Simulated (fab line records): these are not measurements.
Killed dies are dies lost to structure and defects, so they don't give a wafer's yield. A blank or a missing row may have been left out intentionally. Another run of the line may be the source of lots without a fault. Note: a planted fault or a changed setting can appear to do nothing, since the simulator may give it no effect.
Which tool is to blame? -- flow gf180mcu -- 39 wafers from 13 lots sampled at 4 of the route's 602 steps

== WHAT EACH GAUGE READ, for each wafer ==
GF_V4_THK_MEAS_25: measures by xrf. Usual: V4_W_THK typically reads 351 nm, with standard deviation 6.3.
lot,measured,on,V4_W_THK (nm),flag
L526,day 24 12:11,film_metro-02,356 354 354,
L527,day 24 20:37,film_metro-02,353 353 354,
L532,day 26 18:24,film_metro-02,353 354 350,
L533,day 27 00:31,film_metro-01,347 345 345,
L534,day 27 02:23,film_metro-02,359 351 354,
L535,day 27 17:55,film_metro-04,337 344 339,
L537,day 28 02:01,film_metro-01,360 361 363,
L536,day 28 04:46,film_metro-02,344 349 352,
L539,day 28 21:13,film_metro-04,351 343 349,
L544,day 30 12:02,film_metro-02,352 356 349,
L546,day 31 00:57,film_metro-02,343 345 348,
L548,day 31 15:16,film_metro-01,360 356 357,
L549,day 31 20:59,film_metro-02,347 348 347,

GF_MIM_THK_MEAS_06. Usual: MIM_CVD_05_THK typically reads 42.1 nm, with standard deviation 0.62.
lot,measured,on,MIM_CVD_05_THK (nm),flag
L526,day 24 12:49,film_metro-03,42.5 42.4 42.4,
L527,day 24 21:31,film_metro-04,41.7 42.0 41.9,
L532,day 26 19:01,film_metro-02,41.0 41.9 42.6,
L533,day 27 01:07,film_metro-03,41.5 40.9 41.4,
L534,day 27 03:00,film_metro-03,42.1 42.2 42.8,
L535,day 27 18:32,film_metro-03,41.8 41.9 42.2,
L537,day 28 02:38,film_metro-03,42.0 41.2 42.5,
L536,day 28 05:23,film_metro-03,42.0 41.8 55.4,OFF
L539,day 28 21:50,film_metro-04,41.5 55.9 42.0,OFF
L544,day 30 12:40,film_metro-04,41.7 42.1 42.8,
L546,day 31 01:34,film_metro-03,42.5 43.1 42.7,
L548,day 31 15:52,film_metro-04,42.1 42.6 42.6,
L549,day 31 21:52,film_metro-03,41.4 40.6 41.0,

== EACH LOT AND THE TOOL THAT RAN IT (in order: tool; ch and the chambers of the sampled wafers; start) ==
lot,GF_V4_ETCH_17,GF_MIM_CVD_05
L526,"rie_diel-03 ch 0,1, day 24 12:11 or earlier","pecvd-03 ch 1,2, day 24 12:46"
L527,"rie_diel-02 ch 0,2,3, day 24 20:37 or earlier","pecvd-02 ch 0,1, day 24 21:28"
L532,"rie_diel-03 ch 0,1,3, day 26 18:24 or earlier","pecvd-02 ch 1,2, day 26 18:58"
L533,"rie_diel-02 ch 0,1, day 27 00:31 or earlier","pecvd-03 ch 0,1, day 27 01:05"
L534,"rie_diel-02 ch 0,1,3, day 27 02:23 or earlier","pecvd-02 ch 0,1,2, day 27 02:57"
L535,"rie_diel-02 ch 1,3, day 27 17:55 or earlier","pecvd-04 ch 1,2, day 27 18:29"
L537,"rie_diel-04 ch 2,3, day 28 02:01 or earlier","pecvd-04 ch 0,1,2, day 28 02:35"
L536,"rie_diel-02 ch 1,3, day 28 04:46 or earlier","pecvd-03 ch 0,1,2, day 28 05:21"
L539,"rie_diel-02 ch 0,1,3, day 28 21:13 or earlier","pecvd-03 ch 1,2, day 28 21:47"
L544,"rie_diel-03 ch 1,2, day 30 12:02 or earlier","pecvd-02 ch 0,1, day 30 12:36"
L546,"rie_diel-02 ch 1,2,3, day 31 00:57 or earlier","pecvd-04 ch 0,1, day 31 01:32"
L548,"rie_diel-04 ch 0,2,3, day 31 15:16 or earlier","pecvd-03 ch 0,1,2, day 31 15:50"
L549,"rie_diel-02 ch 1,3, day 31 20:59 or earlier","pecvd-02 ch 0,2, day 31 21:50"
- GF_V4_ETCH_17: etches SiO2 in C4F8/O2/Ar, stops on TiN, target depth 630 nm.
- GF_MIM_CVD_05: deposits Si3N4, target thk 42 nm, time 29.086 s.

== WHAT THE TOOLS THEMSELVES READ (means of the sampled wafers that have a number; where no wafer has one, the mark that the record gives instead) ==
GF_V4_ETCH_17. Usual: 0.855 a.u. for oes_product_au, sd 0.005.
lot,tool,oes_product_au (a.u.),flag
L526,rie_diel-03,0.858,
L527,rie_diel-02,0.861,
L532,rie_diel-03,0.851,
L533,rie_diel-02,0.849,
L534,rie_diel-02,0.856,
L535,rie_diel-02,0.862,
L537,rie_diel-04,0.856,
L536,rie_diel-02,0.853,
L539,rie_diel-02,0.860,
L544,rie_diel-03,0.853,
L546,rie_diel-02,0.857,
L548,rie_diel-04,0.852,
L549,rie_diel-02,0.857,

GF_MIM_CVD_05. Usual: 566 W for heater_power_w, sd 59.
lot,tool,heater_power_w (W),flag
L526,pecvd-03,589,
L527,pecvd-02,586,
L532,pecvd-02,595,
L533,pecvd-03,611,
L534,pecvd-02,546,
L535,pecvd-04,659,
L537,pecvd-04,555,
L536,pecvd-03,540,
L539,pecvd-03,598,
L544,pecvd-02,577,
L546,pecvd-04,570,
L548,pecvd-03,585,
L549,pecvd-02,549,

== THE ANSWER, worked out from the rows above alone ==
Rule: a lot is off if the mean of its wafers that have a number lies more than 3 standard deviations from the usual mean. A lot without any number at a reading at which 4 lots or more have one is off too. Any other lot the step has rows for is counted as sound. The gauges are gone through in route order, then the tools' own readings, and for those a lot's mean is taken as printed above. At the first step where some lot is off, the reading lying furthest off is the one used; lots without a number count as furthest.
Off: at GF_MIM_THK_MEAS_06 (MIM_CVD_05_THK), L536, L539.
A tool fits if, at a process step before that reading, it ran every lot that is off, and no sound lot after the first of them. Gauges at GF_MIM_THK_MEAS_06: tried the same way as those tools. GF_V4_ETCH_17: start missing for some lots; hours and lot order therefore follow GF_V4_THK_MEAS_25. Not one of the candidates tried fits.

== WHAT THE SIMULATOR PUT IN ==
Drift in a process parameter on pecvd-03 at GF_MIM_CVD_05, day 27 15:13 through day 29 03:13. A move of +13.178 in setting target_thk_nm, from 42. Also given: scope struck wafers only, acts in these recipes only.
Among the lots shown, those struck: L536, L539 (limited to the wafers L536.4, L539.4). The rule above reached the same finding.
